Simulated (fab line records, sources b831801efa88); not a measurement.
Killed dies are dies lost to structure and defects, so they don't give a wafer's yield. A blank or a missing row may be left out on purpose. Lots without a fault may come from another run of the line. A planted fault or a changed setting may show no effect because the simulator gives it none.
Which tool did it? | flow sky130 | 24 lots, 72 wafers sampled, at 6 steps of a route of 708

WHAT THE GAUGES READ, wafer by wafer
The record holds no reading of a measuring or inspecting step that can be judged against a usual standard deviation.

WHICH TOOL RAN EACH LOT (tool, then ch and the chambers of the sampled wafers, then the start)
lot  | SKY_METAL3_SPUTTER_04        | SKY_METAL3_ETCH_16                | SKY_METAL4_SPUTTER_02        | SKY_VIA4_CMP_02               | SKY_VIA4_ETCH_12                   | SKY_METAL5_SPUTTER_02
L074 | pvd_sputter-01, day 36 03:07 | rie_metal-04 ch 0,1, day 38 07:58 | pvd_sputter-03, day 39 11:52 | cmp-01 ch 0,2,3, day 41 14:38 | rie_diel-04 ch 0,1,3, day 42 14:53 | pvd_sputter-04, day 42 16:19
L075 | pvd_sputter-02, day 36 15:51 | rie_metal-04 ch 0,1, day 38 20:23 | pvd_sputter-04, day 40 00:26 | cmp-01 ch 2,3, day 42 03:07   | rie_diel-04 ch 0,1,2, day 43 03:25 | pvd_sputter-04, day 43 04:49
L076 | pvd_sputter-04, day 36 23:26 | rie_metal-04 ch 0,1, day 39 02:40 | pvd_sputter-03, day 40 05:51 | cmp-01 ch 0,1, day 42 07:45   | rie_diel-02 ch 1,2,3, day 43 07:19 | pvd_sputter-04, day 43 08:45
L077 | pvd_sputter-01, day 37 04:22 | rie_metal-04 ch 0, day 39 07:53   | pvd_sputter-04, day 40 11:41 | cmp-01 ch 0,2, day 42 14:49   | rie_diel-04 ch 0,1,2, day 43 14:25 | pvd_sputter-03, day 43 15:56
L078 | pvd_sputter-04, day 37 22:19 | rie_metal-04 ch 0,1, day 40 00:31 | pvd_sputter-01, day 41 03:12 | cmp-01 ch 1,2,3, day 43 05:52 | rie_diel-04 ch 0,1,2, day 44 05:01 | pvd_sputter-03, day 44 06:52
L079 | pvd_sputter-04, day 38 02:16 | rie_metal-04 ch 0,1, day 40 04:32 | pvd_sputter-01, day 41 07:34 | cmp-01 ch 0,2,3, day 43 09:51 | rie_diel-02 ch 1,2, day 44 08:44   | pvd_sputter-02, day 44 10:33
L080 | pvd_sputter-04, day 38 06:08 | rie_metal-03 ch 0,1, day 40 08:17 | pvd_sputter-01, day 41 11:11 | cmp-02 ch 0,1, day 43 13:18   | rie_diel-04 ch 0,1, day 44 12:47   | pvd_sputter-04, day 44 14:49
L081 | pvd_sputter-04, day 38 18:08 | rie_metal-04 ch 0,1, day 40 20:38 | pvd_sputter-01, day 41 23:19 | cmp-02 ch 0,2, day 43 23:51   | rie_diel-03 ch 0,3, day 44 21:56   | pvd_sputter-04, day 44 23:21
L082 | pvd_sputter-02, day 38 20:02 | rie_metal-03 ch 1, day 40 21:47   | pvd_sputter-04, day 42 00:58 | cmp-01 ch 1,2, day 44 01:14   | rie_diel-04 ch 0,1,2, day 44 22:56 | pvd_sputter-04, day 45 00:35
L083 | pvd_sputter-02, day 39 01:43 | rie_metal-03 ch 0,1, day 41 02:36 | pvd_sputter-03, day 42 06:19 | cmp-01 ch 0,1,3, day 44 07:25 | rie_diel-04 ch 0,1,3, day 45 05:02 | pvd_sputter-02, day 45 06:44
L084 | pvd_sputter-02, day 39 17:52 | rie_metal-03 ch 1, day 41 17:26   | pvd_sputter-04, day 42 19:47 | cmp-02 ch 0,2, day 44 19:28   | rie_diel-03 ch 0,1,2, day 45 17:29 | pvd_sputter-04, day 45 18:53
L085 | pvd_sputter-01, day 39 18:37 | rie_metal-03 ch 0,1, day 41 20:13 | pvd_sputter-01, day 42 22:21 | cmp-02 ch 0,1,2, day 44 21:55 | rie_diel-04 ch 0,1,3, day 45 18:43 | pvd_sputter-04, day 45 20:10
L086 | pvd_sputter-02, day 40 03:56 | rie_metal-02 ch 1, day 42 05:17   | pvd_sputter-04, day 43 08:01 | cmp-02 ch 1,2,3, day 45 07:38 | rie_diel-04 ch 0,2, day 46 04:31   | pvd_sputter-04, day 46 05:58
L087 | pvd_sputter-01, day 40 07:19 | rie_metal-03 ch 0,1, day 42 08:43 | pvd_sputter-01, day 43 10:56 | cmp-02 ch 0,2,3, day 45 10:22 | rie_diel-04 ch 0,2,3, day 46 06:41 | pvd_sputter-04, day 46 08:06
L088 | pvd_sputter-01, day 40 11:21 | rie_metal-04 ch 0,1, day 42 11:52 | pvd_sputter-04, day 43 14:16 | cmp-02 ch 0,1, day 45 12:04   | rie_diel-02 ch 0,1,2, day 46 09:17 | pvd_sputter-02, day 46 10:42
L089 | pvd_sputter-01, day 40 19:16 | rie_metal-02 ch 0,1, day 42 19:36 | pvd_sputter-04, day 43 22:11 | cmp-01 ch 0,1,3, day 45 19:36 | rie_diel-02 ch 0,1,2, day 46 16:46 | pvd_sputter-02, day 46 18:12
L090 | pvd_sputter-01, day 41 05:39 | rie_metal-02 ch 0, day 43 06:11   | pvd_sputter-01, day 44 08:31 | cmp-01 ch 0,3, day 46 05:04   | rie_diel-03 ch 1,2,3, day 47 01:47 | pvd_sputter-04, day 47 03:11
L091 | pvd_sputter-02, day 41 19:01 | rie_metal-02 ch 0,1, day 43 18:44 | pvd_sputter-01, day 44 20:07 | cmp-01 ch 0,1,2, day 46 15:28 | rie_diel-03 ch 0,2,3, day 47 11:47 | pvd_sputter-04, day 47 13:44
L092 | pvd_sputter-04, day 42 04:14 | rie_metal-02 ch 0,1, day 44 03:07 | pvd_sputter-01, day 45 04:10 | cmp-02 ch 0,2, day 46 23:26   | rie_diel-04 ch 0,2,3, day 47 19:53 | pvd_sputter-03, day 47 21:42
L093 | pvd_sputter-04, day 42 07:07 | rie_metal-03 ch 0,1, day 44 06:19 | pvd_sputter-04, day 45 07:20 | cmp-02 ch 2,3, day 47 02:46   | rie_diel-04 ch 1,2,3, day 47 22:16 | pvd_sputter-02, day 47 23:59
L094 | pvd_sputter-04, day 42 09:01 | rie_metal-03 ch 0, day 44 08:35   | pvd_sputter-04, day 45 09:28 | cmp-01 ch 1,2,3, day 47 05:13 | rie_diel-02 ch 1,2, day 48 00:44   | pvd_sputter-04, day 48 02:18
L095 | pvd_sputter-04, day 42 09:43 | rie_metal-03 ch 0,1, day 44 09:14 | pvd_sputter-04, day 45 11:16 | cmp-01 ch 2,3, day 47 06:07   | rie_diel-02 ch 0,2,3, day 48 02:01 | pvd_sputter-04, day 48 03:28
L096 | pvd_sputter-02, day 42 15:25 | rie_metal-04 ch 0,1, day 44 13:29 | pvd_sputter-04, day 45 14:43 | cmp-01 ch 0,1,3, day 47 09:47 | rie_diel-02 ch 0,2,3, day 48 05:17 | pvd_sputter-02, day 48 07:20
L097 | pvd_sputter-02, day 42 19:11 | rie_metal-04 ch 0,1, day 44 16:59 | pvd_sputter-03, day 45 17:28 | cmp-01 ch 0,2,3, day 47 13:14 | rie_diel-03 ch 0,1,3, day 48 08:11 | pvd_sputter-02, day 48 10:01
- SKY_METAL3_SPUTTER_04: material TiN, target thk 70 nm, time 58.3 s.
- SKY_METAL3_ETCH_16: etches BARC in N2/H2, stops on SiO2, time 88.2 s, target depth 60 nm.
- SKY_METAL4_SPUTTER_02: material AlCu, target thk 735 nm, time 39.1 s.
- SKY_VIA4_CMP_02: polishes SiO2.
- SKY_VIA4_ETCH_12: etches SiO2 in C4F8/O2/Ar, stops on TiN, target depth 580 nm.
- SKY_METAL5_SPUTTER_02: material AlCu, target thk 1150 nm, time 61.2 s.

WHAT THE TOOLS THEMSELVES READ (means of the sampled wafers that have a number; where no wafer has one, the mark that the record gives instead)
SKY_METAL3_SPUTTER_04. Usual: chamber_pressure_pa 0.4000 Pa, standard deviation 0.00084; throttle_valve_pct 30.2 %, standard deviation 1.3.
lot  | tool           | chamber_pressure_pa (Pa) | throttle_valve_pct (%) | flag
L074 | pvd_sputter-01 | 0.4003                   | 29.6                   |
L075 | pvd_sputter-02 | 0.4005                   | 30.6                   |
L076 | pvd_sputter-04 | 0.4003                   | 29.6                   |
L077 | pvd_sputter-01 | 0.3998                   | 30.8                   |
L078 | pvd_sputter-04 | 0.3999                   | 29.5                   |
L079 | pvd_sputter-04 | 0.4008                   | 29.6                   |
L080 | pvd_sputter-04 | 0.4002                   | 29.1                   |
L081 | pvd_sputter-04 | 0.3992                   | 29.1                   |
L082 | pvd_sputter-02 | 0.4004                   | 31.2                   |
L083 | pvd_sputter-02 | 0.4000                   | 31.2                   |
L084 | pvd_sputter-02 | 0.4000                   | 30.5                   |
L085 | pvd_sputter-01 | 0.4005                   | 30.2                   |
L086 | pvd_sputter-02 | 0.3998                   | 32.2                   |
L087 | pvd_sputter-01 | 0.3996                   | 30.9                   |
L088 | pvd_sputter-01 | 0.3995                   | 29.9                   |
L089 | pvd_sputter-01 | 0.4004                   | 30.2                   |
L090 | pvd_sputter-01 | 0.3997                   | 29.7                   |
L091 | pvd_sputter-02 | 0.4006                   | 30.4                   |
L092 | pvd_sputter-04 | 0.3998                   | 29.4                   |
L093 | pvd_sputter-04 | 0.4014                   | 28.7                   |
L094 | pvd_sputter-04 | 0.4000                   | 28.9                   |
L095 | pvd_sputter-04 | 0.3998                   | 28.9                   |
L096 | pvd_sputter-02 | 0.3999                   | 31.8                   |
L097 | pvd_sputter-02 | 0.4000                   | 31.3                   |

SKY_METAL3_ETCH_16. Usual: bias_w 99.96 W, standard deviation 0.27; drypump_motor_current_A 5.6 A, standard deviation 0.5; h2_flow_sccm 200.1 sccm, standard deviation 0.56; oes_product_au 0.626 a.u., standard deviation 0.0044; throttle_valve_pct 13.205 %, standard deviation 0.0098.
lot  | tool         | bias_w (W) | drypump_motor_current_A (A) | h2_flow_sccm (sccm) | oes_product_au (a.u.) | throttle_valve_pct (%) | flag
L074 | rie_metal-04 | 100.11     | 5.9                         | 200.2               | 0.627                 | 13.203                 |
L075 | rie_metal-04 | 100.33     | 6.1                         | 200.0               | 0.625                 | 13.211                 |
L076 | rie_metal-04 | 100.14     | 6.2                         | 200.2               | 0.624                 | 13.202                 |
L077 | rie_metal-04 | 99.75      | 6.3                         | 199.5               | 0.624                 | 13.207                 |
L078 | rie_metal-04 | 100.16     | 6.1                         | 200.9               | 0.624                 | 13.206                 |
L079 | rie_metal-04 | 99.43      | 5.9                         | 199.9               | 0.622                 | 13.210                 |
L080 | rie_metal-03 | 99.83      | 5.1                         | 200.2               | 0.628                 | 13.206                 |
L081 | rie_metal-04 | 99.80      | 5.9                         | 200.3               | 0.629                 | 13.209                 |
L082 | rie_metal-03 | 99.88      | 5.0                         | 200.2               | 0.628                 | 13.207                 |
L083 | rie_metal-03 | 99.84      | 5.1                         | 199.9               | 0.624                 | 13.212                 |
L084 | rie_metal-03 | 100.10     | 5.0                         | 200.7               | 0.628                 | 13.204                 |
L085 | rie_metal-03 | 100.08     | 5.1                         | 200.5               | 0.629                 | 13.208                 |
L086 | rie_metal-02 | 100.05     | 6.2                         | 200.5               | 0.625                 | 13.198                 |
L087 | rie_metal-03 | 100.05     | 5.1                         | 200.1               | 0.623                 | 13.201                 |
L088 | rie_metal-04 | 99.96      | 6.1                         | 199.6               | 0.622                 | 13.201                 |
L089 | rie_metal-02 | 99.68      | 6.0                         | 199.9               | 0.623                 | 13.205                 |
L090 | rie_metal-02 | 100.05     | 5.6                         | 199.3               | 0.627                 | 13.202                 |
L091 | rie_metal-02 | 100.05     | 5.8                         | 199.8               | 0.627                 | 13.192                 |
L092 | rie_metal-02 | 100.18     | 5.8                         | 198.9               | 0.622                 | 13.204                 |
L093 | rie_metal-03 | 99.96      | 5.1                         | 200.5               | 0.625                 | 13.215                 |
L094 | rie_metal-03 | 100.30     | 5.2                         | 200.3               | 0.626                 | 13.208                 |
L095 | rie_metal-03 | 99.86      | 5.1                         | 199.6               | 0.627                 | 13.208                 |
L096 | rie_metal-04 | 99.91      | 5.9                         | 200.5               | 0.629                 | 13.202                 |
L097 | rie_metal-04 | 100.24     | 6.1                         | 200.0               | 0.632                 | 13.208                 |

SKY_METAL4_SPUTTER_02. Usual: chamber_pressure_pa 0.4002 Pa, standard deviation 0.00085; throttle_valve_pct 29.6 %, standard deviation 0.95.
lot  | tool           | chamber_pressure_pa (Pa) | throttle_valve_pct (%) | flag
L074 | pvd_sputter-03 | 0.3994                   | 29.0                   |
L075 | pvd_sputter-04 | 0.4000                   | 28.9                   |
L076 | pvd_sputter-03 | 0.3993                   | 29.6                   |
L077 | pvd_sputter-04 | 0.4004                   | 29.1                   |
L078 | pvd_sputter-01 | 0.4007                   | 30.4                   |
L079 | pvd_sputter-01 | 0.4001                   | 29.7                   |
L080 | pvd_sputter-01 | 0.4005                   | 30.4                   |
L081 | pvd_sputter-01 | 0.3995                   | 30.4                   |
L082 | pvd_sputter-04 | 0.3997                   | 29.9                   |
L083 | pvd_sputter-03 | 0.4009                   | 29.5                   |
L084 | pvd_sputter-04 | 0.4003                   | 28.9                   |
L085 | pvd_sputter-01 | 0.4004                   | 30.3                   |
L086 | pvd_sputter-04 | 0.4001                   | 28.8                   |
L087 | pvd_sputter-01 | 0.4007                   | 30.0                   |
L088 | pvd_sputter-04 | 0.4004                   | 29.1                   |
L089 | pvd_sputter-04 | 0.4014                   | 29.0                   |
L090 | pvd_sputter-01 | 0.4003                   | 29.9                   |
L091 | pvd_sputter-01 | 0.4000                   | 30.3                   |
L092 | pvd_sputter-01 | 0.3997                   | 30.3                   |
L093 | pvd_sputter-04 | 0.3994                   | 29.2                   |
L094 | pvd_sputter-04 | 0.4003                   | 29.0                   |
L095 | pvd_sputter-04 | 0.4000                   | 29.6                   |
L096 | pvd_sputter-04 | 0.3997                   | 29.4                   |
L097 | pvd_sputter-03 | 0.4002                   | 29.5                   |

SKY_VIA4_CMP_02. Usual: motor_current_A 11.3 A, standard deviation 1.5.
lot  | tool   | motor_current_A (A) | flag
L074 | cmp-01 | 11.4                |
L075 | cmp-01 | 11.7                |
L076 | cmp-01 | 10.3                |
L077 | cmp-01 | 11.9                |
L078 | cmp-01 | 12.1                |
L079 | cmp-01 | 10.8                |
L080 | cmp-02 | 10.7                |
L081 | cmp-02 | 10.8                |
L082 | cmp-01 | 13.0                |
L083 | cmp-01 | 10.4                |
L084 | cmp-02 | 10.5                |
L085 | cmp-02 | 11.3                |
L086 | cmp-02 | 12.3                |
L087 | cmp-02 | 11.5                |
L088 | cmp-02 | 10.0                |
L089 | cmp-01 | 10.5                |
L090 | cmp-01 | 10.0                |
L091 | cmp-01 | 11.6                |
L092 | cmp-02 | 12.0                |
L093 | cmp-02 | 12.7                |
L094 | cmp-01 | 11.6                |
L095 | cmp-01 | 12.1                |
L096 | cmp-01 | 10.5                |
L097 | cmp-01 | 11.1                |

SKY_VIA4_ETCH_12. Usual: bias_w 1200 W, standard deviation 3.8; oes_product_au 0.926 a.u., standard deviation 0.0051.
lot  | tool        | bias_w (W) | oes_product_au (a.u.) | flag
L074 | rie_diel-04 | 1199       | 0.925                 |
L075 | rie_diel-04 | 1201       | 0.924                 |
L076 | rie_diel-02 | 1199       | 0.924                 |
L077 | rie_diel-04 | 1201       | 0.927                 |
L078 | rie_diel-04 | 1202       | 0.922                 |
L079 | rie_diel-02 | 1202       | 0.927                 |
L080 | rie_diel-04 | 1200       | 0.932                 |
L081 | rie_diel-03 | 1197       | 0.924                 |
L082 | rie_diel-04 | 1196       | 0.930                 |
L083 | rie_diel-04 | 1203       | 0.927                 |
L084 | rie_diel-03 | 1198       | 0.927                 |
L085 | rie_diel-04 | 1199       | 0.926                 |
L086 | rie_diel-04 | 1200       | 0.922                 |
L087 | rie_diel-04 | 1201       | 0.925                 |
L088 | rie_diel-02 | 1200       | 0.923                 |
L089 | rie_diel-02 | 1199       | 0.922                 |
L090 | rie_diel-03 | 1203       | 0.924                 |
L091 | rie_diel-03 | 1200       | 0.925                 |
L092 | rie_diel-04 | 1200       | 0.922                 |
L093 | rie_diel-04 | 1199       | 0.928                 |
L094 | rie_diel-02 | 1200       | 0.922                 |
L095 | rie_diel-02 | 1198       | 0.930                 |
L096 | rie_diel-02 | 1204       | 0.923                 |
L097 | rie_diel-03 | 1199       | 0.928                 |

SKY_METAL5_SPUTTER_02. Usual: chamber_pressure_pa 0.3998 Pa, standard deviation 0.00076; throttle_valve_pct 29.8 %, standard deviation 1.3.
lot  | tool           | chamber_pressure_pa (Pa) | throttle_valve_pct (%) | flag
L074 | pvd_sputter-04 | 0.4003                   | 28.5                   |
L075 | pvd_sputter-04 | 0.4002                   | 29.9                   |
L076 | pvd_sputter-04 | 0.4001                   | 29.1                   |
L077 | pvd_sputter-03 | 0.4002                   | 30.0                   |
L078 | pvd_sputter-03 | 0.4001                   | 29.1                   |
L079 | pvd_sputter-02 | 0.3994                   | 31.7                   |
L080 | pvd_sputter-04 | 0.3994                   | 29.4                   |
L081 | pvd_sputter-04 | 0.4000                   | 29.1                   |
L082 | pvd_sputter-04 | 0.4004                   | 29.4                   |
L083 | pvd_sputter-02 | 0.3985                   | 31.3                   |
L084 | pvd_sputter-04 | 0.3998                   | 29.5                   |
L085 | pvd_sputter-04 | 0.3997                   | 29.2                   |
L086 | pvd_sputter-04 | 0.3995                   | 29.2                   |
L087 | pvd_sputter-04 | 0.3996                   | 29.5                   |
L088 | pvd_sputter-02 | 0.4001                   | 31.3                   |
L089 | pvd_sputter-02 | 0.3999                   | 30.9                   |
L090 | pvd_sputter-04 | 0.4005                   | 29.3                   |
L091 | pvd_sputter-04 | 0.4004                   | 29.4                   |
L092 | pvd_sputter-03 | 0.3992                   | 29.3                   |
L093 | pvd_sputter-02 | 0.4005                   | 31.8                   |
L094 | pvd_sputter-04 | 0.3994                   | 29.3                   |
L095 | pvd_sputter-04 | 0.3997                   | 28.5                   |
L096 | pvd_sputter-02 | 0.3998                   | 30.5                   |
L097 | pvd_sputter-02 | 0.4001                   | 30.1                   |

THE ANSWER, worked out from the rows above alone
Rule: a lot is off if the mean of its wafers that have a number lies more than 3 standard deviations from the usual mean. A lot without any number at a reading at which 4 lots or more have one is off too. The other lots that the step has rows for count as sound. The gauges are gone through in route order, then the tools' own readings, and for those a lot's mean is taken as printed above. The first step at which some lot is off is used, and at that step the reading that is off furthest; a lot without a number counts as furthest.
No lot is off at any reading shown: from this, nothing can be told.

WHAT THE SIMULATOR HAD PUT IN
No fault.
